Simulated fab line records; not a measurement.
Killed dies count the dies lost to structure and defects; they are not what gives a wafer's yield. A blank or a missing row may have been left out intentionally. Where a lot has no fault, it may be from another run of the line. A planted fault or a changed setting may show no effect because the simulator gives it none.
fab line records	flow sfq-line
record lots=14	wafers=42	last-day=91
route steps=325 shown I0@56 I1@83 I3@133
lots untouched by any fault: they come from a run of this same line in which no faults occurred
start-h: hours from the record's opening day to when the first of the lot's shown wafers began	wait-h: time in hours since the lot's previous step	" same as the row above	L1.1+2: several wafers, shown together as one row	- either no value or no given start	* or withheld: withheld	< > ~ a bound
route shown NAME@n: NAME is a module with steps in the file, n the number in the route of the first one	usual: mean/standard deviation taken from wafers without a fault	same: alike in all rows	chamber/n: place in a boat	sites: each site's reading	_std_site: the values' standard deviation	_edge_site: mean of outer sites minus mean of inner sites	radius-mm: for every site, how far away it sits from the centre of the wafer	mask NAME#n: copy n	behind: the last tool/chamber to shape the wafer	hold: why the lot went on hold/how many hours it stayed there/how the hold came to an end	device: names the non-switching transistor (n, p or np)	end of line: the route-end tests of the same wafers	a step given without rows: its recipe and nothing more	killed: the dies lost at the first sort to structure and to defects; this is not the yield of the wafer	map: per-die view of a wafer (x killed, . not killed, _ where there is no die)
set.NAME: the setting that was run; set.NAME@STEP: the one run at that earlier step	model.NAME: the simulator's own value behind a step, which no gauge read
a sample of lots followed through the steps of the route, with each step as a table and each wafer as a row
services: when a tool's chamber went out of use (start-h, in hours from the record's first day, below 0 if earlier), for how many hours, and the reason
## steps
# step SFQ_TRILAYER_I0_VIA_STRIP_STRIP_035
# recipe gas=O2	power-w=200	platen-temp-c=40	overash-fraction=0.65	chemistry=O2	pressure-mtorr=50
# usual drypump-motor-current-A=6.2/0.33	oes-product-au=1.001/0.0066
# same overash-fraction=0.65
lot.wafer	tool	chamber	start-h	wait-h	drypump-motor-current-A	oes-product-au	rf-hours-counter-h
L552.4	rie-metal-02	0	364.77	-	6.1	1.000	-
L552.5	"	1	"	"	5.5	0.998	-
L552.6	"	0	"	"	6.1	1.003	-
L553.1	rie-metal-02	1	376.57	-	5.5	1.009	155
L553.4	"	0	"	"	6.1	1.002	-
L553.6	"	1	"	"	5.6	1.007	-
L554.4	rie-metal-03	1	381.57	-	6.1	0.999	-
L554.5	"	1	"	"	6.1	1.013	-
L554.6	"	0	"	"	6.4	0.997	-
L556.3	rie-metal-04	0	410.37	-	6.5	1.017	-
L556.5	"	1	"	"	6.6	0.996	-
L556.6	"	0	"	"	6.5	1.011	-
L557.1	rie-metal-03	0	415.10	-	6.4	0.987	45
L557.2	"	1	"	"	6.1	0.997	31
L557.3	"	0	"	"	6.3	1.003	-
L564.3	rie-metal-03	0	475.59	-	6.4	0.989	-
L564.4	"	1	"	"	6.0	1.011	-
L564.6	"	0	"	"	6.4	0.998	-
L565.2	rie-metal-04	1	479.19	-	6.6	0.990	-
L565.3	"	1	"	"	6.5	0.995	-
L565.4	"	1	"	"	6.6	1.002	-
L568.3	rie-metal-03	0	525.77	-	6.4	0.995	-
L568.4	"	1	"	"	6.1	1.005	-
L568.5	"	0	"	"	6.4	0.995	-
L570.4	rie-metal-02	0	554.57	-	6.1	1.003	-
L570.5	"	1	"	"	5.6	0.996	-
L570.6	"	0	"	"	6.1	0.998	-
L571.1	rie-metal-02	1	566.37	-	5.6	1.005	15
L571.5	"	0	"	"	6.1	0.996	-
L571.6	"	1	"	"	5.6	1.006	-
L572.1	rie-metal-03	1	574.77	-	6.0	1.003	50
L572.4	"	0	"	"	6.3	1.002	-
L572.6	"	0	"	"	6.4	0.998	-
L573.1	rie-metal-04	1	593.60	-	6.7	0.990	19
L573.5	"	0	"	"	6.4	1.010	-
L573.6	"	1	"	"	6.6	1.000	-
L574.2	rie-metal-04	1	600.80	-	6.6	0.995	20
L574.4	"	1	"	"	6.6	0.993	-
L574.5	"	0	"	"	6.4	1.017	-
L575.2	rie-metal-03	1	622.97	-	6.0	0.998	58
L575.4	"	0	"	"	6.4	0.999	-
L575.5	"	0	"	"	6.4	1.005	-
# step SFQ_I1_OVL_MEAS_913
# usual I1_OVL=3/5.7
lot.wafer	tool	chamber	start-h	wait-h	I1_OVL[nm]
L552.4	overlay-02	-	673.16	0.1	9
L552.5	"	-	"	"	9
L552.6	"	-	"	"	1
L553.1	overlay-02	-	686.34	0.1	5
L553.4	"	-	"	"	2
L553.6	"	-	"	"	12
L554.4	overlay-01	-	693.38	0.1	-5
L554.5	"	-	"	"	7
L554.6	"	-	"	"	1
L556.3	overlay-01	-	717.37	0.1	1
L556.5	"	-	"	"	1
L556.6	"	-	"	"	-6
L557.1	overlay-01	-	722.16	0.1	6
L557.2	"	-	"	"	1
L557.3	"	-	"	"	6
L564.3	overlay-01	-	769.02	0.1	4
L564.4	"	-	"	"	-2
L564.6	"	-	"	"	0
L565.2	overlay-02	-	772.74	0.1	6
L565.3	"	-	"	"	1
L565.4	"	-	"	"	9
L568.3	overlay-01	-	800.34	0.1	2
L568.4	"	-	"	"	-6
L568.5	"	-	"	"	-3
L570.4	overlay-02	-	845.85	0.1	1
L570.5	"	-	"	"	7
L570.6	"	-	"	"	6
L571.1	overlay-01	-	871.03	0.1	-2
L571.5	"	-	"	"	-1
L571.6	"	-	"	"	6
L572.1	overlay-02	-	885.23	0.1	4
L572.4	"	-	"	"	8
L572.6	"	-	"	"	5
L573.1	overlay-02	-	908.03	0.1	-2
L573.5	"	-	"	"	3
L573.6	"	-	"	"	4
L574.2	overlay-02	-	910.44	0.1	-5
L574.4	"	-	"	"	-2
L574.5	"	-	"	"	-5
L575.2	overlay-01	-	924.75	0.1	-3
L575.4	"	-	"	"	-7
L575.5	"	-	"	"	-9
# step SFQ_TRILAYER_I3_DEP_PECVD_081
# recipe material=SiO2	temp-c=150	time-s=111.11	pressure-torr=2.4	rf-w=183.3	precursor=SiH4/N2O	target-thk-nm=500
# usual heater-power-w=90/12	rf-fwd-power-W=182.4/0.64	throttle-valve-pct=24.2/0.68
lot.wafer	tool	chamber	start-h	wait-h	heater-power-w	rf-fwd-power-W	throttle-valve-pct
L552.4	pecvd-02	1	1093.46	0.0	93	182.1	24.3
L552.5	"	0	"	"	104	184.1	23.1
L552.6	"	2	"	"	110	182.4	24.6
L553.1	pecvd-02	2	1104.22	0.0	111	181.9	24.6
L553.4	"	2	"	"	95	182.2	24.6
L553.6	"	2	"	"	98	181.9	25.2
L554.4	pecvd-04	1	1113.84	0.0	87	182.3	24.1
L554.5	"	2	"	"	77	182.3	25.0
L554.6	"	0	"	"	87	181.7	24.6
L556.3	pecvd-04	2	1142.64	0.0	93	183.3	25.0
L556.5	"	0	"	"	87	182.4	24.8
L556.6	"	2	"	"	92	183.4	25.1
L557.1	pecvd-02	0	1147.42	0.0	97	182.9	23.0
L557.2	"	2	"	"	94	182.3	24.7
L557.3	"	1	"	"	89	181.1	24.6
L564.3	pecvd-04	0	1219.54	0.0	72	256.5	24.3
L564.4	"	2	"	"	58	255.4	24.8
L564.6	"	0	"	"	76	255.5	24.7
L565.2	pecvd-04	0	1227.10	0.0	72	255.8	24.6
L565.3	"	2	"	"	59	256.1	24.8
L565.4	"	0	"	"	71	255.5	24.8
L568.3	pecvd-03	1	1255.90	0.0	75	182.0	23.7
L568.4	"	1	"	"	79	180.8	23.7
L568.5	"	2	"	"	69	183.0	23.6
L570.4	pecvd-04	0	1295.53	0.0	98	183.2	24.5
L570.5	"	2	"	"	89	182.7	24.7
L570.6	"	0	"	"	79	183.1	24.4
L571.1	pecvd-03	1	1326.69	0.0	86	182.0	23.9
L571.5	"	1	"	"	89	182.2	24.1
L571.6	"	2	"	"	62	182.1	23.7
L572.1	pecvd-02	1	1341.54	0.0	93	181.9	24.9
L572.4	"	0	"	"	98	183.3	23.4
L572.6	"	1	"	"	78	182.1	24.9
L573.1	pecvd-04	0	1348.91	0.0	92	182.7	22.3
L573.5	"	2	"	"	85	182.8	23.4
L573.6	"	0	"	"	97	183.0	22.3
L574.2	pecvd-03	2	1349.94	0.0	68	182.2	23.7
L574.4	"	2	"	"	70	183.0	23.7
L574.5	"	1	"	"	90	182.4	24.2
L575.2	pecvd-02	0	1354.29	0.0	105	182.8	23.3
L575.4	"	0	"	"	86	182.9	23.4
L575.5	"	2	"	"	100	182.8	24.9
# step SFQ_TRILAYER_I3_CMP_CMP_082
# recipe material=SiO2	down-force-psi=3	platen-rpm=60	pad-velocity-m-s=0.94248
# usual head-pressure-psi=3.000/0.0064	motor-current-A=9.9/0.87	slurry-filter-dp-kPa=13.52/0.15	slurry-flow-ml-min=149.9/0.48	time-to-endpoint-s=212/6.6
lot.wafer	tool	chamber	start-h	wait-h	head-pressure-psi	motor-current-A	slurry-filter-dp-kPa	slurry-flow-ml-min	time-to-endpoint-s
L552.4	cmp-02	0	1094.04	0.5	2.993	10.6	13.61	149.4	214
L552.5	"	3	1095.54	2.0	3.004	11.1	13.61	150.2	216
L552.6	"	0	"	"	3.005	10.2	13.51	150.6	216
L553.1	cmp-02	0	1104.34	0.1	2.990	9.9	13.51	150.0	213
L553.4	"	1	"	"	3.002	10.5	13.51	150.0	215
L553.6	"	1	1106.84	2.5	3.001	10.1	13.85	150.4	215
L554.4	cmp-01	3	1113.88	0.0	3.000	10.3	13.46	149.5	207
L554.5	"	3	1115.88	2.0	3.004	9.8	13.35	150.0	216
L554.6	"	0	"	"	2.998	8.1	13.51	149.6	211
L556.3	cmp-02	1	1144.22	1.5	3.007	10.4	13.48	149.8	214
L556.5	"	2	"	"	2.988	9.4	13.60	149.6	211
L556.6	"	3	"	"	3.002	10.9	13.49	149.4	219
L557.3	cmp-02	2	1147.50	0.0	3.002	9.8	13.48	149.7	213
L557.2	"	3	"	"	3.002	11.0	13.43	149.7	219
L557.1	"	1	1149.00	1.5	3.009	10.2	13.48	150.3	209
L564.3	cmp-02	0	1219.62	0.0	2.996	10.1	13.61	150.3	254
L564.4	"	1	"	"	2.994	10.5	13.37	150.0	248
L564.6	"	0	1221.62	2.0	3.004	9.9	13.31	150.2	252
L565.3	cmp-02	3	1227.21	0.0	2.992	10.8	13.50	149.3	259
L565.4	"	0	"	"	3.008	10.4	13.67	150.4	258
L565.2	"	1	"	"	3.004	10.4	13.52	149.8	252
L568.3	cmp-02	2	1257.40	1.5	2.998	9.5	13.67	151.4	208
L568.4	"	3	"	"	3.004	11.1	13.39	149.8	231
L568.5	"	3	1259.90	3.9	3.008	11.5	13.53	149.6	219
L570.4	cmp-02	0	1296.61	1.0	3.001	10.3	13.79	150.1	221
L570.6	"	2	1297.61	2.0	3.000	10.1	13.41	150.0	220
L570.5	"	3	"	"	3.004	11.7	13.70	150.8	226
L571.1	cmp-02	2	1331.97	5.2	3.015	9.9	13.57	149.9	210
L571.6	"	0	1332.97	6.2	3.006	10.1	13.38	149.9	210
L571.5	"	1	"	"	3.010	10.3	13.88	150.1	211
L572.4	cmp-02	2	1350.82	9.2	2.993	9.6	13.85	149.8	217
L572.1	"	1	1352.32	10.7	3.007	10.7	13.49	150.8	215
L572.6	"	3	1353.32	11.7	3.011	11.0	13.41	150.3	219
L574.4	cmp-02	1	1360.32	10.3	3.003	10.2	13.79	148.4	213
L574.2	"	3	1361.32	11.3	2.996	11.5	13.35	149.1	206
L574.5	"	0	"	"	3.000	10.5	13.60	149.8	220
L573.1	cmp-01	3	1360.68	11.7	2.987	9.4	13.47	149.6	213
L573.5	"	1	1361.68	12.7	2.993	9.0	13.68	149.9	226
L573.6	"	2	"	"	3.006	9.7	13.37	149.3	215
L575.2	cmp-02	3	1362.82	8.5	3.011	11.3	13.44	149.3	215
L575.4	"	1	1363.82	9.4	2.996	10.2	13.48	149.9	224
L575.5	"	3	1364.82	10.4	2.993	10.9	13.51	149.9	217
# step SFQ_TRILAYER_I3_VIA_STRIP_STRIP_089
# recipe gas=O2	power-w=200	platen-temp-c=40	overash-fraction=0.65	chemistry=O2	pressure-mtorr=50
# usual drypump-motor-current-A=5.7/0.3	oes-product-au=0.998/0.0091
# same overash-fraction=0.65
lot.wafer	tool	chamber	start-h	wait-h	drypump-motor-current-A	oes-product-au	rf-hours-counter-h
L552.4	rie-metal-02	0	1100.50	-	6.1	0.993	-
L552.5	"	1	"	"	5.6	1.005	-
L552.6	"	0	"	"	6.1	0.997	-
L553.1	rie-metal-01	1	1111.22	-	5.6	0.996	9
L553.4	"	1	"	"	5.6	0.999	-
L553.6	"	1	"	"	5.6	1.008	-
L554.4	rie-metal-01	1	1120.84	-	5.6	1.003	-
L554.5	"	0	"	"	5.4	0.997	-
L554.6	"	1	"	"	5.6	0.996	-
L556.3	rie-metal-02	1	1164.66	-	5.6	0.994	-
L556.5	"	1	"	"	5.6	0.992	-
L556.6	"	0	"	"	6.1	0.991	-
L557.1	rie-metal-01	0	1165.66	-	5.4	0.986	88
L557.2	"	1	"	"	5.6	0.984	17
L557.3	"	0	"	"	5.4	0.988	-
L564.3	rie-metal-01	1	1229.72	-	5.6	0.991	-
L564.4	"	0	"	"	5.4	0.993	-
L564.6	"	0	"	"	5.4	0.999	-
L565.2	rie-metal-01	0	1235.52	-	5.4	1.001	100
L565.3	"	0	"	"	5.3	1.006	-
L565.4	"	1	"	"	5.6	0.996	-
L568.3	rie-metal-02	0	1265.08	-	6.1	1.009	-
L568.4	"	1	"	"	5.6	1.004	-
L568.5	"	1	"	"	5.6	1.007	-
L570.4	rie-metal-01	0	1302.70	-	5.4	0.999	-
L570.5	"	1	"	"	5.6	1.000	-
L570.6	"	0	"	"	5.4	0.995	-
L571.1	rie-metal-02	1	1337.86	-	5.6	1.014	110
L571.5	"	0	"	"	6.0	0.986	-
L571.6	"	1	"	"	5.6	1.016	-
L572.1	rie-metal-02	0	1357.70	-	6.1	0.988	42
L572.4	"	1	"	"	5.6	1.001	-
L572.6	"	0	"	"	6.1	0.987	-
L573.1	rie-metal-02	1	1485.09	-	5.5	0.994	8
L573.5	"	1	"	"	5.6	1.002	-
L573.6	"	0	"	"	6.1	0.994	-
L574.2	rie-metal-03	0	1486.29	-	6.3	1.014	50
L574.4	"	1	"	"	6.0	1.017	-
L574.5	"	0	"	"	6.4	1.016	-
L575.2	rie-metal-02	0	1489.89	-	6.0	0.993	60
L575.4	"	1	"	"	5.6	0.984	-
L575.5	"	1	"	"	5.6	1.003	-
## services
tool	chamber	start-h	hours	kind
cmp-02	-	349.67	0.5	repair
cmp-02	-	419.85	1.2	repair
cmp-02	-	485.85	2.2	repair
cmp-02	-	541.73	9.0	repair
cmp-02	-	550.76	5.9	pm
cmp-02	-	551.64	3.2	repair
cmp-02	-	585.83	4.0	pm
cmp-02	-	695.82	6.5	pm
cmp-02	-	706.86	0.4	repair
cmp-02	-	724.51	9.5	repair
cmp-02	-	792.69	1.4	repair
cmp-02	-	848.38	1.2	repair
cmp-02	-	925.01	2.5	repair
cmp-02	-	927.47	4.0	pm
cmp-02	-	965.83	2.3	repair
cmp-02	-	983.16	11.4	pm
cmp-02	-	1010.37	0.5	repair
cmp-02	-	1063.69	5.4	pm
cmp-02	-	1090.92	1.8	repair
cmp-02	-	1110.06	2.0	repair
cmp-02	-	1191.12	0.7	repair
cmp-02	-	1200.19	3.5	pm
cmp-02	-	1206.43	0.7	repair
cmp-02	-	1230.29	1.4	repair
## key
first-sign step=SFQ_TRILAYER_I3_DEP_PECVD_081	reading=rf-fwd-power-W	direction=up	sigmas=99+	usual=182.4	struck=255.8
effect step=SFQ_TRILAYER_I3_DEP_PECVD_081	reading=heater-power-w	direction=down	sigmas=1.8	usual=90	struck=68
effect step=SFQ_TRILAYER_I3_CMP_CMP_082	reading=time-to-endpoint-s	direction=up	sigmas=6.3	usual=*	struck=*
met-at SFQ_TRILAYER_I3_DEP_PECVD_081
struck-lots L564,L565
not-acting-at SFQ_TRILAYER_I0_VIA_STRIP_STRIP_035,SFQ_I1_OVL_MEAS_913,SFQ_TRILAYER_I3_VIA_STRIP_STRIP_089
onset-between 1142.64 1219.54
fault kind=process-parameter-drift	tool=pecvd-04	chamber=-	onset-h=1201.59	steps=SFQ_TRILAYER_I3_DEP_PECVD_081	channel=rf-w	offset=73.32	shape=step	end-h=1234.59	acts-in=these-recipes-only	stated=183.3
